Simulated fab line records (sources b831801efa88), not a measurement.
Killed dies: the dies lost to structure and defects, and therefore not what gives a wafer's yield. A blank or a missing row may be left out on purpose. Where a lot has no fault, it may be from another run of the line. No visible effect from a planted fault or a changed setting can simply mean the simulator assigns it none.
Which tool was responsible? / flow sky130 / 36 wafers from 12 lots sampled at 3 of the route's 708 steps

WHAT THE GAUGES SHOWED, per wafer
SKY_VIA4_THK_MEAS_01.
lot=L793; measured=day 42 00:30; on=film-metro-04; VIA4_HDPCVD_THK (nm)=1737 1763 1763
lot=L794; measured=day 42 07:03; on=film-metro-04; VIA4_HDPCVD_THK (nm)=1743 1743 1754
lot=L795; measured=day 43 04:50; on=film-metro-01; VIA4_HDPCVD_THK (nm)=1721 1740 1751
lot=L797; measured=day 43 09:14; on=film-metro-01; VIA4_HDPCVD_THK (nm)=1743 1703 1764
lot=L798; measured=day 43 14:12; on=film-metro-04; VIA4_HDPCVD_THK (nm)=1702 1711 1736
lot=L799; measured=day 43 19:44; on=film-metro-01; VIA4_HDPCVD_THK (nm)=1733 1741 1745
lot=L800; measured=day 43 23:16; on=film-metro-04; VIA4_HDPCVD_THK (nm)=1744 1731 1762
lot=L801; measured=day 44 11:05; on=film-metro-04; VIA4_HDPCVD_THK (nm)=1772 1747 1759
lot=L803; measured=day 44 22:02; on=film-metro-04; VIA4_HDPCVD_THK (nm)=1725 1714 1730
lot=L805; measured=day 45 11:53; on=film-metro-04; VIA4_HDPCVD_THK (nm)=1743 2479 2490
lot=L813; measured=day 47 11:37; on=film-metro-04; VIA4_HDPCVD_THK (nm)=1753 1741 1746
lot=L814; measured=day 47 22:24; on=film-metro-01; VIA4_HDPCVD_THK (nm)=1753 1762 1743

WHAT TOOL EACH LOT RAN ON (gives the tool, then ch and the chambers of the sampled wafers, and finally the start)
lot=L793; SKY_METAL3_SPUTTER_01=pvd-sputter-01, day 36 13:28; SKY_VIA4_HDPCVD_00=hdpcvd-02 ch 0,1, day 42 00:19
lot=L794; SKY_METAL3_SPUTTER_01=pvd-sputter-03, day 36 21:14; SKY_VIA4_HDPCVD_00=hdpcvd-01 ch 0,2, day 42 06:52
lot=L795; SKY_METAL3_SPUTTER_01=pvd-sputter-04, day 37 19:47; SKY_VIA4_HDPCVD_00=hdpcvd-01 ch 0,1,2, day 43 04:38
lot=L797; SKY_METAL3_SPUTTER_01=pvd-sputter-04, day 38 01:13; SKY_VIA4_HDPCVD_00=hdpcvd-02 ch 0,1,2, day 43 09:03
lot=L798; SKY_METAL3_SPUTTER_01=pvd-sputter-04, day 38 06:56; SKY_VIA4_HDPCVD_00=hdpcvd-01 ch 1,2, day 43 14:01
lot=L799; SKY_METAL3_SPUTTER_01=pvd-sputter-04, day 38 13:37; SKY_VIA4_HDPCVD_00=hdpcvd-02 ch 0,1,2, day 43 19:34
lot=L800; SKY_METAL3_SPUTTER_01=pvd-sputter-04, day 38 17:10; SKY_VIA4_HDPCVD_00=hdpcvd-01 ch 1,2, day 43 23:00
lot=L801; SKY_METAL3_SPUTTER_01=pvd-sputter-01, day 39 05:16; SKY_VIA4_HDPCVD_00=hdpcvd-02 ch 0,2, day 44 10:53
lot=L803; SKY_METAL3_SPUTTER_01=pvd-sputter-01, day 39 18:36; SKY_VIA4_HDPCVD_00=hdpcvd-01 ch 0,1,2, day 44 21:50
lot=L805; SKY_METAL3_SPUTTER_01=pvd-sputter-03, day 40 08:53; SKY_VIA4_HDPCVD_00=hdpcvd-01 ch 0,1, day 45 11:42
lot=L813; SKY_METAL3_SPUTTER_01=pvd-sputter-03, day 42 18:20; SKY_VIA4_HDPCVD_00=hdpcvd-02 ch 0,1,2, day 47 11:25
lot=L814; SKY_METAL3_SPUTTER_01=pvd-sputter-04, day 43 03:07; SKY_VIA4_HDPCVD_00=hdpcvd-02 ch 0,2, day 47 22:13
- SKY_METAL3_SPUTTER_01: material TiN, target thk 20 nm, time 16.7 s.
- SKY_VIA4_HDPCVD_00: deposits SiO2, target thk 1750 nm, time 291.7 s.

WHAT THE TOOLS THEMSELVES READ (means of the sampled wafers that have a number; where no wafer has one, the mark that the record gives instead)
SKY_METAL3_SPUTTER_01.
lot=L793; tool=pvd-sputter-01; throttle-valve-pct (%)=30.6
lot=L794; tool=pvd-sputter-03; throttle-valve-pct (%)=30.7
lot=L795; tool=pvd-sputter-04; throttle-valve-pct (%)=30.4
lot=L797; tool=pvd-sputter-04; throttle-valve-pct (%)=30.8
lot=L798; tool=pvd-sputter-04; throttle-valve-pct (%)=29.7
lot=L799; tool=pvd-sputter-04; throttle-valve-pct (%)=30.4
lot=L800; tool=pvd-sputter-04; throttle-valve-pct (%)=29.1
lot=L801; tool=pvd-sputter-01; throttle-valve-pct (%)=30.2
lot=L803; tool=pvd-sputter-01; throttle-valve-pct (%)=31.1
lot=L805; tool=pvd-sputter-03; throttle-valve-pct (%)=29.8
lot=L813; tool=pvd-sputter-03; throttle-valve-pct (%)=29.8
lot=L814; tool=pvd-sputter-04; throttle-valve-pct (%)=30.0

SKY_VIA4_HDPCVD_00.
lot=L793; tool=hdpcvd-02; run-length-s (s)=320.2
lot=L794; tool=hdpcvd-01; run-length-s (s)=319.3
lot=L795; tool=hdpcvd-01; run-length-s (s)=319.2
lot=L797; tool=hdpcvd-02; run-length-s (s)=319.8
lot=L798; tool=hdpcvd-01; run-length-s (s)=319.5
lot=L799; tool=hdpcvd-02; run-length-s (s)=319.9
lot=L800; tool=hdpcvd-01; run-length-s (s)=320.1
lot=L801; tool=hdpcvd-02; run-length-s (s)=318.9
lot=L803; tool=hdpcvd-01; run-length-s (s)=319.5
lot=L805; tool=hdpcvd-01; run-length-s (s)=400.5
lot=L813; tool=hdpcvd-02; run-length-s (s)=319.4
lot=L814; tool=hdpcvd-02; run-length-s (s)=319.4

THE ANSWER, worked out from the rows above alone
Rule: usual is defined by the lots themselves. Put in order of their means at a reading, lots are off if they are a third of the lots or fewer, leave a main group of 4 or more, and stand apart from it by a gap of 3 or more times the standard deviation of the main group's means; of several such gaps the widest counts. A main group whose means are all the same, to the digits that the tables above print for the reading, isn't used. A lot without any number at a reading at which 4 lots or more have one is off too. The other lots that the step has rows for count as sound. After the gauges, taken in route order, come the tools' own readings; for these a lot's mean is taken, as printed above. At the first step where some lot is off, the reading lying furthest off is the one used; lots without a number count as furthest.
Off: at SKY_VIA4_THK_MEAS_01 (VIA4_HDPCVD_THK), L805. Main group: mean 1742 nm, sd 12.
A tool fits if, at a process step before that reading, it ran every lot that is off, and no sound lot after the first of them. Not tried: the gauges at SKY_VIA4_THK_MEAS_01; whatever is off there is also off at SKY_VIA4_HDPCVD_00, on other tools, and gauge error can't account for it. One fits: hdpcvd-01 at SKY_VIA4_HDPCVD_00. A fault onset in the window from L803 (day 44 21:50, its last sound lot) to L805 (day 45 11:42, its first lot off) fits.
On the lots that are off, the tool's own readings at SKY_VIA4_HDPCVD_00 differ by more than 5 times the standard deviation of the sound lots' means, which bears it out; run-length-s reads 400.5 s there versus 319.6 s on the sound lots.

WHAT THE SIMULATOR HAD INSERTED
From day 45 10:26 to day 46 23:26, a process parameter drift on hdpcvd-01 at SKY_VIA4_HDPCVD_00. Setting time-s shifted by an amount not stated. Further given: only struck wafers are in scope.
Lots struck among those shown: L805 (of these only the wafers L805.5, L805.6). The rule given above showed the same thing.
